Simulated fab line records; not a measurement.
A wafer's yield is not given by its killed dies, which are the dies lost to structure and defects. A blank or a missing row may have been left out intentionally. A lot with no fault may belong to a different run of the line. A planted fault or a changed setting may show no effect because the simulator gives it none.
fab line records || flow sky130
record {"lots": 14, "wafers": 42, "lastDay": 50}
route steps=708 shown LDD_N@246 PAD_OPEN@708
lots that met no fault: from a run of the same line without faults
startH: start of the lot's first displayed wafer, in hours after the record's first day || waitH: hours from the lot's prior step to this one || " the same as in the row above || L1.1+2: one row covering several wafers at once || - either no value or no given start || * or withheld: withheld || < > ~ a bound
route shown NAME@n: NAME is a module with steps in the file, n the number in the route of the first one || usual: mean/standard deviation taken from wafers without a fault || same: alike in all rows || chamber/n: place in a boat || sites: per-site readings || _std_site: standard deviation across them || _edge_site: mean of outer sites minus mean of inner sites || radiusMm: how far each site lies from the wafer's centre || mask NAME#n: copy n || behind: the last tool/chamber to shape the wafer || hold: cause of the lot's hold/its duration in hours/its outcome || device: the transistor (n, p or np) that didn't switch || end of line: at the end of the route, the tests of the same wafers || for a step that has no rows: nothing shown but its recipe || killed: dies lost to structure and defects at the first sort, not the wafer's yield || map: a wafer's dies, marking killed ones x, the rest . and places with no die _
set.NAME: the run value of the setting; set.NAME@STEP: its run value at that earlier step || model.NAME: the simulator's own value behind a step, which no gauge read
one table for each step of the route and one row for each wafer, over a sample of lots
services: a tool's chamber out of use, with start hour (startH, from the record's first day; less than 0 if before it), hours out, and reason
## steps
# step SKY_LDD_N_IMPLANT_09
# recipe {"species": "As", "energyKev": 20, "doseCm2": 7.5e+13, "tiltDeg": "withheld", "rotationDeg": 113}
# usual {"endStationPressureTorr": "5.31e-06/2.8e-07"}
{"lot.wafer": "L851.4", "tool": "implanter-03", "chamber": 0, "startH": 388.01, "waitH": 0.1, "endStationPressureTorr": 5.42e-06}
{"lot.wafer": "L851.5", "tool": "implanter-03", "chamber": 0, "startH": 388.01, "waitH": 0.1, "endStationPressureTorr": 5.54e-06}
{"lot.wafer": "L851.6", "tool": "implanter-03", "chamber": 0, "startH": 388.01, "waitH": 0.1, "endStationPressureTorr": 5.44e-06}
{"lot.wafer": "L852.3", "tool": "implanter-03", "chamber": 0, "startH": 396.36, "waitH": 0.1, "endStationPressureTorr": 4.85e-06}
{"lot.wafer": "L852.4", "tool": "implanter-03", "chamber": 0, "startH": 396.36, "waitH": 0.1, "endStationPressureTorr": 5.49e-06}
{"lot.wafer": "L852.5", "tool": "implanter-03", "chamber": 0, "startH": 396.36, "waitH": 0.1, "endStationPressureTorr": 5.07e-06}
{"lot.wafer": "L853.3", "tool": "implanter-01", "chamber": 0, "startH": 412.00, "waitH": 0.1, "endStationPressureTorr": 5.17e-06}
{"lot.wafer": "L853.5", "tool": "implanter-01", "chamber": 0, "startH": 412.00, "waitH": 0.1, "endStationPressureTorr": 5.27e-06}
{"lot.wafer": "L853.6", "tool": "implanter-01", "chamber": 0, "startH": 412.00, "waitH": 0.1, "endStationPressureTorr": 5.32e-06}
{"lot.wafer": "L853.3", "tool": "implanter-01", "chamber": 0, "startH": 412.31, "waitH": 0.3, "endStationPressureTorr": 5.3e-06}
{"lot.wafer": "L853.5", "tool": "implanter-01", "chamber": 0, "startH": 412.31, "waitH": 0.3, "endStationPressureTorr": 5.58e-06}
{"lot.wafer": "L853.6", "tool": "implanter-01", "chamber": 0, "startH": 412.31, "waitH": 0.3, "endStationPressureTorr": 5.17e-06}
{"lot.wafer": "L854.3", "tool": "implanter-04", "chamber": 0, "startH": 420.30, "waitH": 0.1, "endStationPressureTorr": 5.69e-06}
{"lot.wafer": "L854.4", "tool": "implanter-04", "chamber": 0, "startH": 420.30, "waitH": 0.1, "endStationPressureTorr": 5.46e-06}
{"lot.wafer": "L854.6", "tool": "implanter-04", "chamber": 0, "startH": 420.30, "waitH": 0.1, "endStationPressureTorr": 4.93e-06}
{"lot.wafer": "L855.2", "tool": "implanter-03", "chamber": 0, "startH": 430.13, "waitH": 0.1, "endStationPressureTorr": 4.89e-06}
{"lot.wafer": "L855.4", "tool": "implanter-03", "chamber": 0, "startH": 430.13, "waitH": 0.1, "endStationPressureTorr": 5.02e-06}
{"lot.wafer": "L855.6", "tool": "implanter-03", "chamber": 0, "startH": 430.13, "waitH": 0.1, "endStationPressureTorr": 4.8e-06}
{"lot.wafer": "L856.1", "tool": "implanter-04", "chamber": 0, "startH": 436.39, "waitH": 0.1, "endStationPressureTorr": 5.22e-06}
{"lot.wafer": "L856.5", "tool": "implanter-04", "chamber": 0, "startH": 436.39, "waitH": 0.1, "endStationPressureTorr": 5.41e-06}
{"lot.wafer": "L856.6", "tool": "implanter-04", "chamber": 0, "startH": 436.39, "waitH": 0.1, "endStationPressureTorr": 5.68e-06}
{"lot.wafer": "L857.1", "tool": "implanter-04", "chamber": 0, "startH": 451.76, "waitH": 0.1, "endStationPressureTorr": 5.25e-06}
{"lot.wafer": "L857.4", "tool": "implanter-04", "chamber": 0, "startH": 451.76, "waitH": 0.1, "endStationPressureTorr": 5.37e-06}
{"lot.wafer": "L857.6", "tool": "implanter-04", "chamber": 0, "startH": 451.76, "waitH": 0.1, "endStationPressureTorr": 5.8e-06}
{"lot.wafer": "L857.1", "tool": "implanter-04", "chamber": 0, "startH": 452.08, "waitH": 0.3, "endStationPressureTorr": 5.52e-06}
{"lot.wafer": "L857.4", "tool": "implanter-04", "chamber": 0, "startH": 452.08, "waitH": 0.3, "endStationPressureTorr": 5.08e-06}
{"lot.wafer": "L857.6", "tool": "implanter-04", "chamber": 0, "startH": 452.08, "waitH": 0.3, "endStationPressureTorr": 5.07e-06}
{"lot.wafer": "L862.1", "tool": "implanter-04", "chamber": 0, "startH": 516.25, "waitH": 0.1, "endStationPressureTorr": 5.73e-06}
{"lot.wafer": "L862.4", "tool": "implanter-04", "chamber": 0, "startH": 516.25, "waitH": 0.1, "endStationPressureTorr": 5.38e-06}
{"lot.wafer": "L862.5", "tool": "implanter-04", "chamber": 0, "startH": 516.25, "waitH": 0.1, "endStationPressureTorr": 5.61e-06}
{"lot.wafer": "L863.1", "tool": "implanter-01", "chamber": 0, "startH": 516.85, "waitH": 0.1, "endStationPressureTorr": 5.14e-06}
{"lot.wafer": "L863.4", "tool": "implanter-01", "chamber": 0, "startH": 516.85, "waitH": 0.1, "endStationPressureTorr": 5.43e-06}
{"lot.wafer": "L863.5", "tool": "implanter-01", "chamber": 0, "startH": 516.85, "waitH": 0.1, "endStationPressureTorr": 4.79e-06}
{"lot.wafer": "L868.1", "tool": "implanter-01", "chamber": 0, "startH": 558.01, "waitH": 0.1, "endStationPressureTorr": 5.15e-06}
{"lot.wafer": "L868.4", "tool": "implanter-01", "chamber": 0, "startH": 558.01, "waitH": 0.1, "endStationPressureTorr": 5.51e-06}
{"lot.wafer": "L868.6", "tool": "implanter-01", "chamber": 0, "startH": 558.01, "waitH": 0.1, "endStationPressureTorr": 5.9e-06}
{"lot.wafer": "L869.2", "tool": "implanter-04", "chamber": 0, "startH": 567.86, "waitH": 0.1, "endStationPressureTorr": 5.61e-06}
{"lot.wafer": "L869.4", "tool": "implanter-04", "chamber": 0, "startH": 567.86, "waitH": 0.1, "endStationPressureTorr": 5.21e-06}
{"lot.wafer": "L869.5", "tool": "implanter-04", "chamber": 0, "startH": 567.86, "waitH": 0.1, "endStationPressureTorr": 5.35e-06}
{"lot.wafer": "L871.1", "tool": "implanter-04", "chamber": 0, "startH": 578.88, "waitH": 0.1, "endStationPressureTorr": 5.58e-06}
{"lot.wafer": "L871.2", "tool": "implanter-04", "chamber": 0, "startH": 578.88, "waitH": 0.1, "endStationPressureTorr": 5.38e-06}
{"lot.wafer": "L871.3", "tool": "implanter-04", "chamber": 0, "startH": 578.88, "waitH": 0.1, "endStationPressureTorr": 5.07e-06}
{"lot.wafer": "L873.2", "tool": "implanter-01", "chamber": 0, "startH": 591.52, "waitH": 0.1, "endStationPressureTorr": 5.37e-06}
{"lot.wafer": "L873.4", "tool": "implanter-01", "chamber": 0, "startH": 591.52, "waitH": 0.1, "endStationPressureTorr": 5.26e-06}
{"lot.wafer": "L873.6", "tool": "implanter-01", "chamber": 0, "startH": 591.52, "waitH": 0.1, "endStationPressureTorr": 5.02e-06}
{"lot.wafer": "L874.1", "tool": "implanter-04", "chamber": 0, "startH": 594.53, "waitH": 0.1, "endStationPressureTorr": 5.82e-06}
{"lot.wafer": "L874.4", "tool": "implanter-04", "chamber": 0, "startH": 594.53, "waitH": 0.1, "endStationPressureTorr": 5.13e-06}
{"lot.wafer": "L874.6", "tool": "implanter-04", "chamber": 0, "startH": 594.53, "waitH": 0.1, "endStationPressureTorr": 5.26e-06}
# step SKY_LDD_N_STRIP_16
# recipe {"chemistry": "O2/N2", "powerW": 1400, "pressureMtorr": 1500, "platenTempC": "withheld", "o2FlowSccm": 3000, "n2FlowSccm": 300, "overashFraction": 0.5}
# usual {"drypumpMotorCurrentA": "6.1/0.48", "oesProductAu": "0.406/0.0047", "stripTimeToEndpointS": "4.309/0.014"}
{"lot.wafer": "L851.4", "tool": "plasmaAsher-01", "chamber": 1, "startH": 389.02, "waitH": 0.1, "drypumpMotorCurrentA": 5.7, "oesProductAu": 0.413, "rfHoursCounterH": "-", "stripTimeToEndpointS": 4.318}
{"lot.wafer": "L851.5", "tool": "plasmaAsher-01", "chamber": 1, "startH": 389.02, "waitH": 0.1, "drypumpMotorCurrentA": 5.7, "oesProductAu": 0.401, "rfHoursCounterH": "-", "stripTimeToEndpointS": 4.288}
{"lot.wafer": "L851.6", "tool": "plasmaAsher-01", "chamber": 0, "startH": 389.02, "waitH": 0.1, "drypumpMotorCurrentA": 6.0, "oesProductAu": 0.404, "rfHoursCounterH": "-", "stripTimeToEndpointS": 4.323}
{"lot.wafer": "L852.3", "tool": "plasmaAsher-04", "chamber": 1, "startH": 397.39, "waitH": 0.1, "drypumpMotorCurrentA": 5.4, "oesProductAu": 0.408, "rfHoursCounterH": "-", "stripTimeToEndpointS": 4.274}
{"lot.wafer": "L852.4", "tool": "plasmaAsher-04", "chamber": 0, "startH": 397.39, "waitH": 0.1, "drypumpMotorCurrentA": 6.1, "oesProductAu": 0.411, "rfHoursCounterH": "-", "stripTimeToEndpointS": 4.301}
{"lot.wafer": "L852.5", "tool": "plasmaAsher-04", "chamber": 1, "startH": 397.39, "waitH": 0.1, "drypumpMotorCurrentA": 5.4, "oesProductAu": 0.402, "rfHoursCounterH": "-", "stripTimeToEndpointS": 4.305}
{"lot.wafer": "L853.3", "tool": "plasmaAsher-04", "chamber": 0, "startH": 413.35, "waitH": 0.1, "drypumpMotorCurrentA": 6.1, "oesProductAu": 0.401, "rfHoursCounterH": "-", "stripTimeToEndpointS": 4.512}
{"lot.wafer": "L853.5", "tool": "plasmaAsher-04", "chamber": 0, "startH": 413.35, "waitH": 0.1, "drypumpMotorCurrentA": 6.1, "oesProductAu": 0.400, "rfHoursCounterH": "-", "stripTimeToEndpointS": 4.506}
{"lot.wafer": "L853.6", "tool": "plasmaAsher-04", "chamber": 1, "startH": 413.35, "waitH": 0.1, "drypumpMotorCurrentA": 5.4, "oesProductAu": 0.406, "rfHoursCounterH": "-", "stripTimeToEndpointS": 4.518}
{"lot.wafer": "L854.3", "tool": "plasmaAsher-01", "chamber": 0, "startH": 421.33, "waitH": 0.1, "drypumpMotorCurrentA": 6.0, "oesProductAu": 0.400, "rfHoursCounterH": "-", "stripTimeToEndpointS": 4.303}
{"lot.wafer": "L854.4", "tool": "plasmaAsher-01", "chamber": 1, "startH": 421.33, "waitH": 0.1, "drypumpMotorCurrentA": 5.7, "oesProductAu": 0.405, "rfHoursCounterH": "-", "stripTimeToEndpointS": 4.313}
{"lot.wafer": "L854.6", "tool": "plasmaAsher-01", "chamber": 1, "startH": 421.33, "waitH": 0.1, "drypumpMotorCurrentA": 5.7, "oesProductAu": 0.405, "rfHoursCounterH": "-", "stripTimeToEndpointS": 4.313}
{"lot.wafer": "L855.2", "tool": "plasmaAsher-03", "chamber": 1, "startH": 431.16, "waitH": 0.1, "drypumpMotorCurrentA": 6.7, "oesProductAu": 0.408, "rfHoursCounterH": 30, "stripTimeToEndpointS": 4.295}
{"lot.wafer": "L855.4", "tool": "plasmaAsher-03", "chamber": 1, "startH": 431.16, "waitH": 0.1, "drypumpMotorCurrentA": 6.7, "oesProductAu": 0.408, "rfHoursCounterH": "-", "stripTimeToEndpointS": 4.298}
{"lot.wafer": "L855.6", "tool": "plasmaAsher-03", "chamber": 1, "startH": 431.16, "waitH": 0.1, "drypumpMotorCurrentA": 6.7, "oesProductAu": 0.408, "rfHoursCounterH": "-", "stripTimeToEndpointS": 4.305}
{"lot.wafer": "L856.1", "tool": "plasmaAsher-04", "chamber": 1, "startH": 437.44, "waitH": 0.1, "drypumpMotorCurrentA": 5.4, "oesProductAu": 0.410, "rfHoursCounterH": 74, "stripTimeToEndpointS": 4.299}
{"lot.wafer": "L856.5", "tool": "plasmaAsher-04", "chamber": 0, "startH": 437.44, "waitH": 0.1, "drypumpMotorCurrentA": 6.1, "oesProductAu": 0.407, "rfHoursCounterH": "-", "stripTimeToEndpointS": 4.307}
{"lot.wafer": "L856.6", "tool": "plasmaAsher-04", "chamber": 1, "startH": 437.44, "waitH": 0.1, "drypumpMotorCurrentA": 5.4, "oesProductAu": 0.401, "rfHoursCounterH": "-", "stripTimeToEndpointS": 4.309}
{"lot.wafer": "L857.1", "tool": "plasmaAsher-03", "chamber": 1, "startH": 453.13, "waitH": 0.1, "drypumpMotorCurrentA": 6.7, "oesProductAu": 0.405, "rfHoursCounterH": 32, "stripTimeToEndpointS": 4.530}
{"lot.wafer": "L857.4", "tool": "plasmaAsher-03", "chamber": 0, "startH": 453.13, "waitH": 0.1, "drypumpMotorCurrentA": 6.8, "oesProductAu": 0.407, "rfHoursCounterH": "-", "stripTimeToEndpointS": 4.499}
{"lot.wafer": "L857.6", "tool": "plasmaAsher-03", "chamber": 1, "startH": 453.13, "waitH": 0.1, "drypumpMotorCurrentA": 6.7, "oesProductAu": 0.406, "rfHoursCounterH": "-", "stripTimeToEndpointS": 4.520}
{"lot.wafer": "L862.1", "tool": "plasmaAsher-03", "chamber": 0, "startH": 517.30, "waitH": 0.1, "drypumpMotorCurrentA": 6.7, "oesProductAu": 0.410, "rfHoursCounterH": 39, "stripTimeToEndpointS": 4.310}
{"lot.wafer": "L862.4", "tool": "plasmaAsher-03", "chamber": 0, "startH": 517.30, "waitH": 0.1, "drypumpMotorCurrentA": 6.7, "oesProductAu": 0.407, "rfHoursCounterH": "-", "stripTimeToEndpointS": 4.314}
{"lot.wafer": "L862.5", "tool": "plasmaAsher-03", "chamber": 1, "startH": 517.30, "waitH": 0.1, "drypumpMotorCurrentA": 6.8, "oesProductAu": 0.411, "rfHoursCounterH": "-", "stripTimeToEndpointS": 4.309}
{"lot.wafer": "L863.1", "tool": "plasmaAsher-04", "chamber": 0, "startH": 517.90, "waitH": 0.1, "drypumpMotorCurrentA": 6.1, "oesProductAu": 0.404, "rfHoursCounterH": 82, "stripTimeToEndpointS": 4.312}
{"lot.wafer": "L863.4", "tool": "plasmaAsher-04", "chamber": 0, "startH": 517.90, "waitH": 0.1, "drypumpMotorCurrentA": 6.1, "oesProductAu": 0.407, "rfHoursCounterH": "-", "stripTimeToEndpointS": 4.294}
{"lot.wafer": "L863.5", "tool": "plasmaAsher-04", "chamber": 0, "startH": 517.90, "waitH": 0.1, "drypumpMotorCurrentA": 6.1, "oesProductAu": 0.403, "rfHoursCounterH": "-", "stripTimeToEndpointS": 4.300}
{"lot.wafer": "L868.1", "tool": "plasmaAsher-04", "chamber": 0, "startH": 559.06, "waitH": 0.1, "drypumpMotorCurrentA": 6.1, "oesProductAu": 0.397, "rfHoursCounterH": 87, "stripTimeToEndpointS": 4.310}
{"lot.wafer": "L868.4", "tool": "plasmaAsher-04", "chamber": 1, "startH": 559.06, "waitH": 0.1, "drypumpMotorCurrentA": 5.4, "oesProductAu": 0.406, "rfHoursCounterH": "-", "stripTimeToEndpointS": 4.313}
{"lot.wafer": "L868.6", "tool": "plasmaAsher-04", "chamber": 0, "startH": 559.06, "waitH": 0.1, "drypumpMotorCurrentA": 6.1, "oesProductAu": 0.408, "rfHoursCounterH": "-", "stripTimeToEndpointS": 4.313}
{"lot.wafer": "L869.2", "tool": "plasmaAsher-03", "chamber": 0, "startH": 568.88, "waitH": 0.1, "drypumpMotorCurrentA": 6.7, "oesProductAu": 0.405, "rfHoursCounterH": 44, "stripTimeToEndpointS": 4.309}
{"lot.wafer": "L869.4", "tool": "plasmaAsher-03", "chamber": 1, "startH": 568.88, "waitH": 0.1, "drypumpMotorCurrentA": 6.7, "oesProductAu": 0.400, "rfHoursCounterH": "-", "stripTimeToEndpointS": 4.286}
{"lot.wafer": "L869.5", "tool": "plasmaAsher-03", "chamber": 1, "startH": 568.88, "waitH": 0.1, "drypumpMotorCurrentA": 6.7, "oesProductAu": 0.399, "rfHoursCounterH": "-", "stripTimeToEndpointS": 4.291}
{"lot.wafer": "L871.1", "tool": "plasmaAsher-01", "chamber": 1, "startH": 579.93, "waitH": 0.1, "drypumpMotorCurrentA": 5.7, "oesProductAu": 0.402, "rfHoursCounterH": 75, "stripTimeToEndpointS": 4.325}
{"lot.wafer": "L871.2", "tool": "plasmaAsher-01", "chamber": 0, "startH": 579.93, "waitH": 0.1, "drypumpMotorCurrentA": 5.9, "oesProductAu": 0.415, "rfHoursCounterH": 75, "stripTimeToEndpointS": 4.311}
{"lot.wafer": "L871.3", "tool": "plasmaAsher-01", "chamber": 0, "startH": 579.93, "waitH": 0.1, "drypumpMotorCurrentA": 6.0, "oesProductAu": 0.391, "rfHoursCounterH": "-", "stripTimeToEndpointS": 4.327}
{"lot.wafer": "L873.2", "tool": "plasmaAsher-04", "chamber": 1, "startH": 592.54, "waitH": 0.1, "drypumpMotorCurrentA": 5.4, "oesProductAu": 0.402, "rfHoursCounterH": 90, "stripTimeToEndpointS": 4.323}
{"lot.wafer": "L873.4", "tool": "plasmaAsher-04", "chamber": 1, "startH": 592.54, "waitH": 0.1, "drypumpMotorCurrentA": 5.4, "oesProductAu": 0.400, "rfHoursCounterH": "-", "stripTimeToEndpointS": 4.311}
{"lot.wafer": "L873.6", "tool": "plasmaAsher-04", "chamber": 1, "startH": 592.54, "waitH": 0.1, "drypumpMotorCurrentA": 5.5, "oesProductAu": 0.409, "rfHoursCounterH": "-", "stripTimeToEndpointS": 4.314}
{"lot.wafer": "L874.1", "tool": "plasmaAsher-01", "chamber": 0, "startH": 595.58, "waitH": 0.1, "drypumpMotorCurrentA": 6.0, "oesProductAu": 0.403, "rfHoursCounterH": 77, "stripTimeToEndpointS": 4.297}
{"lot.wafer": "L874.4", "tool": "plasmaAsher-01", "chamber": 0, "startH": 595.58, "waitH": 0.1, "drypumpMotorCurrentA": 6.0, "oesProductAu": 0.408, "rfHoursCounterH": "-", "stripTimeToEndpointS": 4.310}
{"lot.wafer": "L874.6", "tool": "plasmaAsher-01", "chamber": 1, "startH": 595.58, "waitH": 0.1, "drypumpMotorCurrentA": 5.7, "oesProductAu": 0.409, "rfHoursCounterH": "-", "stripTimeToEndpointS": 4.286}
# step SKY_LDD_N_TW_MEAS_17
# usual {"LDD_N_TW": "2570/21"}
{"lot.wafer": "L851.4", "tool": "filmMetro-01", "chamber": "-", "startH": 389.12, "waitH": 0.1, "LDD_N_TW": 2556}
{"lot.wafer": "L851.5", "tool": "filmMetro-01", "chamber": "-", "startH": 389.12, "waitH": 0.1, "LDD_N_TW": 2576}
{"lot.wafer": "L851.6", "tool": "filmMetro-01", "chamber": "-", "startH": 389.12, "waitH": 0.1, "LDD_N_TW": 2585}
{"lot.wafer": "L852.3", "tool": "filmMetro-01", "chamber": "-", "startH": 397.48, "waitH": 0.1, "LDD_N_TW": 2580}
{"lot.wafer": "L852.4", "tool": "filmMetro-01", "chamber": "-", "startH": 397.48, "waitH": 0.1, "LDD_N_TW": 2583}
{"lot.wafer": "L852.5", "tool": "filmMetro-01", "chamber": "-", "startH": 397.48, "waitH": 0.1, "LDD_N_TW": 2567}
{"lot.wafer": "L853.3", "tool": "filmMetro-01", "chamber": "-", "startH": 413.43, "waitH": 0.1, "LDD_N_TW": 2678}
{"lot.wafer": "L853.5", "tool": "filmMetro-01", "chamber": "-", "startH": 413.43, "waitH": 0.1, "LDD_N_TW": 2665}
{"lot.wafer": "L853.6", "tool": "filmMetro-01", "chamber": "-", "startH": 413.43, "waitH": 0.1, "LDD_N_TW": 2674}
{"lot.wafer": "L854.3", "tool": "filmMetro-04", "chamber": "-", "startH": 421.42, "waitH": 0.1, "LDD_N_TW": 2594}
{"lot.wafer": "L854.4", "tool": "filmMetro-04", "chamber": "-", "startH": 421.42, "waitH": 0.1, "LDD_N_TW": 2595}
{"lot.wafer": "L854.6", "tool": "filmMetro-04", "chamber": "-", "startH": 421.42, "waitH": 0.1, "LDD_N_TW": 2618}
{"lot.wafer": "L855.2", "tool": "filmMetro-02", "chamber": "-", "startH": 431.27, "waitH": 0.1, "LDD_N_TW": 2537}
{"lot.wafer": "L855.4", "tool": "filmMetro-02", "chamber": "-", "startH": 431.27, "waitH": 0.1, "LDD_N_TW": 2546}
{"lot.wafer": "L855.6", "tool": "filmMetro-02", "chamber": "-", "startH": 431.27, "waitH": 0.1, "LDD_N_TW": 2529}
{"lot.wafer": "L856.1", "tool": "filmMetro-01", "chamber": "-", "startH": 437.54, "waitH": 0.1, "LDD_N_TW": 2579}
{"lot.wafer": "L856.5", "tool": "filmMetro-01", "chamber": "-", "startH": 437.54, "waitH": 0.1, "LDD_N_TW": 2585}
{"lot.wafer": "L856.6", "tool": "filmMetro-01", "chamber": "-", "startH": 437.54, "waitH": 0.1, "LDD_N_TW": 2580}
{"lot.wafer": "L857.1", "tool": "filmMetro-02", "chamber": "-", "startH": 453.23, "waitH": 0.1, "LDD_N_TW": 2637}
{"lot.wafer": "L857.4", "tool": "filmMetro-02", "chamber": "-", "startH": 453.23, "waitH": 0.1, "LDD_N_TW": 2647}
{"lot.wafer": "L857.6", "tool": "filmMetro-02", "chamber": "-", "startH": 453.23, "waitH": 0.1, "LDD_N_TW": 2635}
{"lot.wafer": "L862.1", "tool": "filmMetro-01", "chamber": "-", "startH": 517.39, "waitH": 0.1, "LDD_N_TW": 2561}
{"lot.wafer": "L862.4", "tool": "filmMetro-01", "chamber": "-", "startH": 517.39, "waitH": 0.1, "LDD_N_TW": 2559}
{"lot.wafer": "L862.5", "tool": "filmMetro-01", "chamber": "-", "startH": 517.39, "waitH": 0.1, "LDD_N_TW": 2559}
{"lot.wafer": "L863.1", "tool": "filmMetro-04", "chamber": "-", "startH": 517.99, "waitH": 0.1, "LDD_N_TW": 2618}
{"lot.wafer": "L863.4", "tool": "filmMetro-04", "chamber": "-", "startH": 517.99, "waitH": 0.1, "LDD_N_TW": 2627}
{"lot.wafer": "L863.5", "tool": "filmMetro-04", "chamber": "-", "startH": 517.99, "waitH": 0.1, "LDD_N_TW": 2621}
{"lot.wafer": "L868.1", "tool": "filmMetro-01", "chamber": "-", "startH": 559.16, "waitH": 0.1, "LDD_N_TW": 2552}
{"lot.wafer": "L868.4", "tool": "filmMetro-01", "chamber": "-", "startH": 559.16, "waitH": 0.1, "LDD_N_TW": 2568}
{"lot.wafer": "L868.6", "tool": "filmMetro-01", "chamber": "-", "startH": 559.16, "waitH": 0.1, "LDD_N_TW": 2545}
{"lot.wafer": "L869.2", "tool": "filmMetro-01", "chamber": "-", "startH": 568.99, "waitH": 0.1, "LDD_N_TW": 2557}
{"lot.wafer": "L869.4", "tool": "filmMetro-01", "chamber": "-", "startH": 568.99, "waitH": 0.1, "LDD_N_TW": 2553}
{"lot.wafer": "L869.5", "tool": "filmMetro-01", "chamber": "-", "startH": 568.99, "waitH": 0.1, "LDD_N_TW": 2564}
{"lot.wafer": "L871.1", "tool": "filmMetro-01", "chamber": "-", "startH": 580.03, "waitH": 0.1, "LDD_N_TW": 2571}
{"lot.wafer": "L871.2", "tool": "filmMetro-01", "chamber": "-", "startH": 580.03, "waitH": 0.1, "LDD_N_TW": 2563}
{"lot.wafer": "L871.3", "tool": "filmMetro-01", "chamber": "-", "startH": 580.03, "waitH": 0.1, "LDD_N_TW": 2581}
{"lot.wafer": "L873.2", "tool": "filmMetro-01", "chamber": "-", "startH": 592.65, "waitH": 0.1, "LDD_N_TW": 2559}
{"lot.wafer": "L873.4", "tool": "filmMetro-01", "chamber": "-", "startH": 592.65, "waitH": 0.1, "LDD_N_TW": 2567}
{"lot.wafer": "L873.6", "tool": "filmMetro-01", "chamber": "-", "startH": 592.65, "waitH": 0.1, "LDD_N_TW": 2559}
{"lot.wafer": "L874.1", "tool": "filmMetro-02", "chamber": "-", "startH": 595.68, "waitH": 0.1, "LDD_N_TW": 2542}
{"lot.wafer": "L874.4", "tool": "filmMetro-02", "chamber": "-", "startH": 595.68, "waitH": 0.1, "LDD_N_TW": 2537}
{"lot.wafer": "L874.6", "tool": "filmMetro-02", "chamber": "-", "startH": 595.68, "waitH": 0.1, "LDD_N_TW": 2553}
# step SKY_PAD_OPEN_PROBE_99
# usual {"killed_at_M0_to_M3": "44/7.2", "killed_at_M4_up": "3.1/1.8", "killedAtContacts": "24/4.5", "killedAtFrontEnd": "16/4.4", "killedAtOther": "0.2/0.42", "killedDies": "87/8.9", "killedOnRim": "17/4.1", "killedOpen": "48/6.4", "killedShort": "39/6.2"}
# same {"grossDies": 492, "killedAtBackSide": 0}
{"lot.wafer": "L871.1", "tool": "prober-01", "chamber": "-", "startH": 1177.34, "waitH": 0.1, "killed_at_M0_to_M3": 41, "killed_at_M4_up": 3, "killedAtContacts": 22, "killedAtFrontEnd": 22, "killedAtOther": 1, "killedDies": 89, "killedOnRim": 21, "killedOpen": 56, "killedShort": 33}
{"lot.wafer": "L871.2", "tool": "prober-01", "chamber": "-", "startH": 1177.39, "waitH": 0.1, "killed_at_M0_to_M3": 39, "killed_at_M4_up": 4, "killedAtContacts": 32, "killedAtFrontEnd": 24, "killedAtOther": 0, "killedDies": 99, "killedOnRim": 18, "killedOpen": 51, "killedShort": 48}
{"lot.wafer": "L871.3", "tool": "prober-01", "chamber": "-", "startH": 1177.44, "waitH": 0.2, "killed_at_M0_to_M3": 39, "killed_at_M4_up": 2, "killedAtContacts": 32, "killedAtFrontEnd": 19, "killedAtOther": 0, "killedDies": 92, "killedOnRim": 16, "killedOpen": 51, "killedShort": 41}
# killed by level:class
L871.1 VIA1:geometricParticle:open=10 CONTACT:geometricParticle:open=10 VIA2:geometricParticle:open=7 FIELD_ISO:geometricParticle:open=6 VIA3:geometricParticle:open=6 POLY_GATE:geometricParticle:open=5 POLY_GATE:geometricParticle:short=4 LI_CONTACT:geometricParticle:open=4
L871.2 CONTACT:geometricParticle:open=10 VIA1:geometricParticle:open=8 POLY_GATE:geometricParticle:open=7 LI_CONTACT:geometricParticle:open=7 LI_CONTACT:geometricParticle:short=7 FIELD_ISO:geometricParticle:open=6 POLY_GATE:geometricParticle:short=6 METAL1:geometricParticle:short=6
L871.3 CONTACT:geometricParticle:open=12 VIA1:geometricParticle:open=10 CONTACT:geometricParticle:short=8 FIELD_ISO:geometricParticle:open=7 LI_CONTACT:geometricParticle:open=7 METAL1:geometricParticle:short=7 VIA1:geometricParticle:short=6 FIELD_ISO:geometricParticle:short=5
## services
{"tool": "implanter-01", "chamber": "-", "startH": 364.40, "hours": 2.9, "kind": "pm"}
{"tool": "implanter-04", "chamber": "-", "startH": 387.75, "hours": 2.7, "kind": "repair"}
{"tool": "implanter-04", "chamber": "-", "startH": 400.65, "hours": 1.7, "kind": "repair"}
{"tool": "implanter-04", "chamber": "-", "startH": 416.44, "hours": 3.4, "kind": "pm"}
{"tool": "plasmaAsher-01", "chamber": "-", "startH": 417.94, "hours": 3.0, "kind": "repair"}
{"tool": "implanter-03", "chamber": "-", "startH": 427.16, "hours": 1.8, "kind": "repair"}
{"tool": "plasmaAsher-04", "chamber": "-", "startH": 431.31, "hours": 3.4, "kind": "repair"}
{"tool": "implanter-01", "chamber": "-", "startH": 431.83, "hours": 2.7, "kind": "repair"}
{"tool": "implanter-04", "chamber": "-", "startH": 444.44, "hours": 2.9, "kind": "repair"}
{"tool": "implanter-04", "chamber": "-", "startH": 564.65, "hours": 0.5, "kind": "repair"}
{"tool": "implanter-04", "chamber": "-", "startH": 588.23, "hours": 1.9, "kind": "repair"}
{"tool": "plasmaAsher-03", "chamber": "-", "startH": 595.22, "hours": 1.7, "kind": "repair"}
## key
firstSign {"step": "SKY_LDD_N_IMPLANT_09", "reading": "visit", "direction": "added"}
effect {"step": "SKY_LDD_N_STRIP_16", "reading": "stripTimeToEndpointS", "direction": "up", "sigmas": 15, "usual": "*", "struck": "*"}
effect {"step": "SKY_LDD_N_TW_MEAS_17", "reading": "LDD_N_TW", "direction": "up", "sigmas": 4.1, "usual": 2570, "struck": 2656}
metAt SKY_LDD_N_IMPLANT_09
struckLots L853,L857
testerLeftOut L853,L857
fault {"kind": "repeatedStepWhole", "tool": "implanter-01,implanter-03,implanter-04", "chamber": "-", "onsetH": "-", "steps": "SKY_LDD_N_IMPLANT_09", "times": 1, "scope": "struckLotsOnly"}
# testerLeftOut: of these lots the tester's yield and bins aren't shown, on N5 and GAA mostly nor the transistor test; their killed dies are dies lost to structure and defects alone, not to doping, threshold or leakage, so they don't give the yield
